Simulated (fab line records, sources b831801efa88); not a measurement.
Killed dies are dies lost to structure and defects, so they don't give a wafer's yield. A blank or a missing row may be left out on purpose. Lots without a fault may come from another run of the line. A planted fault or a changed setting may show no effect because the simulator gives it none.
A struck lot beside a sound one | flow sky130 | 15 steps out of a route of 708
Sound: wafers L278.1, L278.4, L278.6. Struck: wafers L270.1, L270.2, L270.5. The cause comes at the end.
At each step with rows: each side's tool, then ch and its chambers, then its first start. Under that, the readings that differ: sound wafers | struck wafers | difference of the means | sigmas: that difference in standard deviations of wafers without a fault.
alike: readings whose means differ by less than 2 such deviations, and words and numbers that are the same on both sides. not compared: withheld readings, readings that some wafer has no value for, bounds like >300 that may hide the same value, and numbers for which the record gives no deviation and whose values overlap.
The two part at a step that has a row with sigmas, a row that says differs or no value, or rows on one side only. Numbers that don't overlap but have no deviation are shown without sigmas and don't part them. A reading that every wafer of one side lacks parts them only if that side has two wafers or more.

SKY_LDD_N_OVL_MEAS_07:
  sound on overlay-02, day 24 18:20; struck on overlay-02, day 21 20:53
  alike: LDD_N_OVL
then, 8 steps without rows for these wafers: SKY_LDD_N_IMPLANT_08; SKY_LDD_N_IMPLANT_09; SKY_LDD_N_IMPLANT_10; SKY_LDD_N_IMPLANT_11; SKY_LDD_N_IMPLANT_12; SKY_LDD_N_IMPLANT_13; SKY_LDD_N_IMPLANT_14; SKY_LDD_N_IMPLANT_15.
SKY_LDD_N_STRIP_16: strips in O2/N2.
  sound on plasma_asher-04 ch 0,1, day 24 19:35; struck on plasma_asher-04 ch 0,1, day 21 22:08
  alike: drypump_motor_current_A, n2_flow_sccm, oes_product_au, strip_time_to_endpoint_s
  not compared: rf_hours_counter_h
SKY_LDD_N_TW_MEAS_17:
  sound on film_metro-03, day 24 19:41; struck on film_metro-01, day 21 22:14
  alike: LDD_N_TW
then, 1 step without rows for these wafers: SKY_LDD_P_DEHYDRATE_00 (time 60 s).
SKY_LDD_P_HMDS_01: prime time 60 s.
  sound on litho_track-02 ch 0, day 25 09:32; struck on litho_track-01 ch 0, day 22 13:02
  reading          | sound                | struck               | difference | sigmas
  prime_temp_c (C) | 120.16 119.86 120.01 | 117.05 116.65 116.84 | -3.16      | -24
  alike: exhaust_pa
then, 1 step without rows for these wafers: SKY_LDD_P_COAT_02 (resist thk 1140 nm).
-- the record jumps here: 26 days lie between the struck wafers' starts before and after (it left off in module LDD_P and takes up again in module PAD_OPEN, whose first step shown is number 708 of the route) --
SKY_PAD_OPEN_PROBE_99:
  sound on prober-01, day 50 04:06; struck on prober-01, day 48 11:28
  alike: killed_at_M0_to_M3, killed_at_M4_up, killed_at_contacts, killed_at_front_end, killed_at_other, killed_dies, killed_open, killed_short

WHERE THEY PART
Only at SKY_LDD_P_HMDS_01, within this record. Later steps at which nothing parts them and some readings are alike: SKY_PAD_OPEN_PROBE_99.

WHY: what the simulator had put in
Process parameter drift: litho_track-01, from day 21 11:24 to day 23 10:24, at SKY_LDD_P_HMDS_01. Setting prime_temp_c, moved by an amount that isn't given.
